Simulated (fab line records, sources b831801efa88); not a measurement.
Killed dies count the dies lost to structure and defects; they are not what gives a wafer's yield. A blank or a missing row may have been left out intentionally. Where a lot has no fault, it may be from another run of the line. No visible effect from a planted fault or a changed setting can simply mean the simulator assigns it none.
Which tool was responsible? / flow gf180mcu / Sampling: 14 lots, 42 wafers, 5 of 602 route steps

== WHAT EACH GAUGE READ, for each wafer ==
GF_VT_IMPLANT_OVL_MEAS_40. Usual: VT_IMPLANT_03_OVL -0.3 nm, standard deviation 1.4.
lot=L430; measured=day 7 10:47; on=overlay-01; VT_IMPLANT_03_OVL (nm)=1.4 2.3 1.1; flag=
lot=L431; measured=day 7 18:36; on=overlay-02; VT_IMPLANT_03_OVL (nm)=-0.4 -0.5 -1.8; flag=
lot=L432; measured=day 7 23:23; on=overlay-01; VT_IMPLANT_03_OVL (nm)=2.0 -0.8 -0.3; flag=
lot=L433; measured=day 8 10:02; on=overlay-02; VT_IMPLANT_03_OVL (nm)=2.7 1.7 0.5; flag=
lot=L434; measured=day 8 13:47; on=overlay-02; VT_IMPLANT_03_OVL (nm)=2.6 0.2 1.0; flag=
lot=L435; measured=day 8 20:50; on=overlay-02; VT_IMPLANT_03_OVL (nm)=-0.9 0.6 -1.1; flag=
lot=L436; measured=day 9 02:27; on=overlay-01; VT_IMPLANT_03_OVL (nm)=-0.1 -0.2 -0.2; flag=
lot=L437; measured=day 9 09:02; on=overlay-02; VT_IMPLANT_03_OVL (nm)=-1.7 -0.3 0.3; flag=
lot=L438; measured=day 9 16:05; on=overlay-01; VT_IMPLANT_03_OVL (nm)=-0.8 0.7 -0.6; flag=
lot=L439; measured=day 10 02:17; on=overlay-01; VT_IMPLANT_03_OVL (nm)=-0.6 1.3 -0.8; flag=
lot=L445; measured=day 11 15:12; on=overlay-01; VT_IMPLANT_03_OVL (nm)=-1.1 0.1 -0.2; flag=
lot=L446; measured=day 12 03:31; on=overlay-01; VT_IMPLANT_03_OVL (nm)=0.9 1.1 2.7; flag=
lot=L451; measured=day 13 12:51; on=overlay-02; VT_IMPLANT_03_OVL (nm)=0.0 -0.4 -0.9; flag=
lot=L453; measured=day 14 01:30; on=overlay-02; VT_IMPLANT_03_OVL (nm)=-0.2 0.0 -1.5; flag=

GF_VT_IMPLANT_RS_MEAS_46: uses a four-point probe to measure. Usual: MVSD_RS 456.5 ohm/sq, standard deviation 0.96.
lot=L430; measured=day 7 11:23; on=film_metro-04; MVSD_RS (ohm/sq)=457.0 458.8 457.9; flag=
lot=L431; measured=day 7 19:08; on=film_metro-03; MVSD_RS (ohm/sq)=455.6 454.4 455.5; flag=
lot=L432; measured=day 7 23:59; on=film_metro-03; MVSD_RS (ohm/sq)=455.6 457.3 457.6; flag=
lot=L433; measured=day 8 10:35; on=film_metro-03; MVSD_RS (ohm/sq)=455.6 457.3 457.3; flag=
lot=L434; measured=day 8 14:17; on=film_metro-01; MVSD_RS (ohm/sq)=456.4 456.0 454.4; flag=
lot=L435; measured=day 8 21:21; on=film_metro-03; MVSD_RS (ohm/sq)=456.6 457.3 456.1; flag=
lot=L436; measured=day 9 02:58; on=film_metro-03; MVSD_RS (ohm/sq)=456.3 456.2 454.9; flag=
lot=L437; measured=day 9 09:34; on=film_metro-04; MVSD_RS (ohm/sq)=456.9 456.2 456.4; flag=
lot=L438; measured=day 9 16:35; on=film_metro-03; MVSD_RS (ohm/sq)=456.9 455.6 457.1; flag=
lot=L439; measured=day 10 02:47; on=film_metro-03; MVSD_RS (ohm/sq)=456.7 457.2 456.6; flag=
lot=L445; measured=day 11 15:43; on=film_metro-04; MVSD_RS (ohm/sq)=456.8 457.4 456.8; flag=
lot=L446; measured=day 12 04:01; on=film_metro-04; MVSD_RS (ohm/sq)=456.6 457.4 456.4; flag=
lot=L451; measured=day 13 13:25; on=film_metro-04; MVSD_RS (ohm/sq)=456.6 457.3 457.8; flag=
lot=L453; measured=day 14 02:02; on=film_metro-04; MVSD_RS (ohm/sq)=458.2 457.8 456.3; flag=

GF_VT_IMPLANT_RS_MEAS_48: uses a four-point probe to measure. Usual: LVPWELL_RS 1196 ohm/sq, standard deviation 3.6.
lot=L430; measured=day 7 11:38; on=film_metro-04; LVPWELL_RS (ohm/sq)=1200 1194 1194; flag=
lot=L431; measured=day 7 19:22; on=film_metro-03; LVPWELL_RS (ohm/sq)=1197 1196 1198; flag=
lot=L432; measured=day 8 00:14; on=film_metro-03; LVPWELL_RS (ohm/sq)=1195 1195 1197; flag=
lot=L433; measured=day 8 10:49; on=film_metro-03; LVPWELL_RS (ohm/sq)=1190 1192 1193; flag=
lot=L434; measured=day 8 14:32; on=film_metro-01; LVPWELL_RS (ohm/sq)=1195 1192 1196; flag=
lot=L435; measured=day 8 21:35; on=film_metro-03; LVPWELL_RS (ohm/sq)=1190 1190 1189; flag=
lot=L436; measured=day 9 03:13; on=film_metro-03; LVPWELL_RS (ohm/sq)=1190 1191 1192; flag=
lot=L437; measured=day 9 09:48; on=film_metro-04; LVPWELL_RS (ohm/sq)=1201 1198 1206; flag=
lot=L438; measured=day 9 16:50; on=film_metro-03; LVPWELL_RS (ohm/sq)=1194 1196 1197; flag=
lot=L439; measured=day 10 03:01; on=film_metro-03; LVPWELL_RS (ohm/sq)=1201 1197 1201; flag=
lot=L445; measured=day 11 15:57; on=film_metro-04; LVPWELL_RS (ohm/sq)=1200 1219 1198; flag=
lot=L446; measured=day 12 04:16; on=film_metro-04; LVPWELL_RS (ohm/sq)=1213 1192 1189; flag=
lot=L451; measured=day 13 13:40; on=film_metro-04; LVPWELL_RS (ohm/sq)=1195 1189 1195; flag=
lot=L453; measured=day 14 02:17; on=film_metro-04; LVPWELL_RS (ohm/sq)=1202 1203 1201; flag=

GF_DUAL_GATE_OVL_MEAS_11. Usual: DUAL_GATE_OVL 1.7 nm, standard deviation 1.3.
lot=L430; measured=day 8 06:39; on=overlay-02; DUAL_GATE_OVL (nm)=1.3 1.4 0.6; flag=
lot=L431; measured=day 8 14:01; on=overlay-02; DUAL_GATE_OVL (nm)=2.3 4.3 3.2; flag=
lot=L432; measured=day 8 18:27; on=overlay-02; DUAL_GATE_OVL (nm)=1.6 3.5 3.9; flag=
lot=L433; measured=day 9 05:16; on=overlay-01; DUAL_GATE_OVL (nm)=0.9 2.7 1.3; flag=
lot=L434; measured=day 9 11:26; on=overlay-02; DUAL_GATE_OVL (nm)=1.7 -0.2 0.7; flag=
lot=L435; measured=day 9 17:05; on=overlay-01; DUAL_GATE_OVL (nm)=2.4 0.5 1.7; flag=
lot=L436; measured=day 9 22:14; on=overlay-01; DUAL_GATE_OVL (nm)=-0.7 2.1 3.1; flag=
lot=L437; measured=day 10 05:27; on=overlay-01; DUAL_GATE_OVL (nm)=2.5 0.9 1.5; flag=
lot=L438; measured=day 10 12:02; on=overlay-01; DUAL_GATE_OVL (nm)=2.0 2.4 2.7; flag=
lot=L439; measured=day 10 22:50; on=overlay-02; DUAL_GATE_OVL (nm)=0.6 1.3 1.1; flag=
lot=L445; measured=day 12 14:12; on=overlay-01; DUAL_GATE_OVL (nm)=0.9 0.6 3.4; flag=
lot=L446; measured=day 13 01:53; on=overlay-01; DUAL_GATE_OVL (nm)=2.6 1.2 0.5; flag=
lot=L451; measured=day 14 12:44; on=overlay-01; DUAL_GATE_OVL (nm)=2.6 2.8 4.2; flag=
lot=L453; measured=day 15 00:56; on=overlay-02; DUAL_GATE_OVL (nm)=2.2 3.8 3.7; flag=

== WHICH TOOL RAN EACH LOT (tool, then ch and the chambers of the sampled wafers, then the start) ==
lot=L430; GF_LVPWELL_IMPLANT_08=implanter-02 ch 0, day 3 20:48
lot=L431; GF_LVPWELL_IMPLANT_08=implanter-04 ch 0, day 4 02:17
lot=L432; GF_LVPWELL_IMPLANT_08=implanter-03 ch 0, day 4 06:38
lot=L433; GF_LVPWELL_IMPLANT_08=implanter-02 ch 0, day 4 15:38
lot=L434; GF_LVPWELL_IMPLANT_08=implanter-04 ch 0, day 4 18:40
lot=L435; GF_LVPWELL_IMPLANT_08=implanter-04 ch 0, day 5 00:01
lot=L436; GF_LVPWELL_IMPLANT_08=implanter-02 ch 0, day 5 05:25
lot=L437; GF_LVPWELL_IMPLANT_08=implanter-03 ch 0, day 5 11:10
lot=L438; GF_LVPWELL_IMPLANT_08=implanter-04 ch 0, day 5 17:32
lot=L439; GF_LVPWELL_IMPLANT_08=implanter-03 ch 0, day 5 23:08
lot=L445; GF_LVPWELL_IMPLANT_08=implanter-02 ch 0, day 7 08:00
lot=L446; GF_LVPWELL_IMPLANT_08=implanter-02 ch 0, day 7 17:17
lot=L451; GF_LVPWELL_IMPLANT_08=implanter-04 ch 0, day 8 20:00
lot=L453; GF_LVPWELL_IMPLANT_08=implanter-04 ch 0, day 9 07:14
- GF_LVPWELL_IMPLANT_08

== AS READ BY THE TOOLS THEMSELVES (means over the sampled wafers that have a number; for cases with no such wafer, the mark the record gives instead) ==
The record holds no such reading with a usual standard deviation.

== THE ANSWER, worked out from the rows above alone ==
Rule: a lot is off if the mean of its wafers that have a number lies more than 3 standard deviations from the usual mean. A lot without any number at a reading at which 4 lots or more have one is off too. The other lots that the step has rows for count as sound. First the gauges in route order, then the tools' own readings, where a lot's mean is used as printed above. At the first step where some lot is off, the reading lying furthest off is the one used; lots without a number count as furthest.
No lot is off on any of the readings shown, so nothing can be concluded from this.

== WHAT HAD BEEN PUT IN BY THE SIMULATOR ==
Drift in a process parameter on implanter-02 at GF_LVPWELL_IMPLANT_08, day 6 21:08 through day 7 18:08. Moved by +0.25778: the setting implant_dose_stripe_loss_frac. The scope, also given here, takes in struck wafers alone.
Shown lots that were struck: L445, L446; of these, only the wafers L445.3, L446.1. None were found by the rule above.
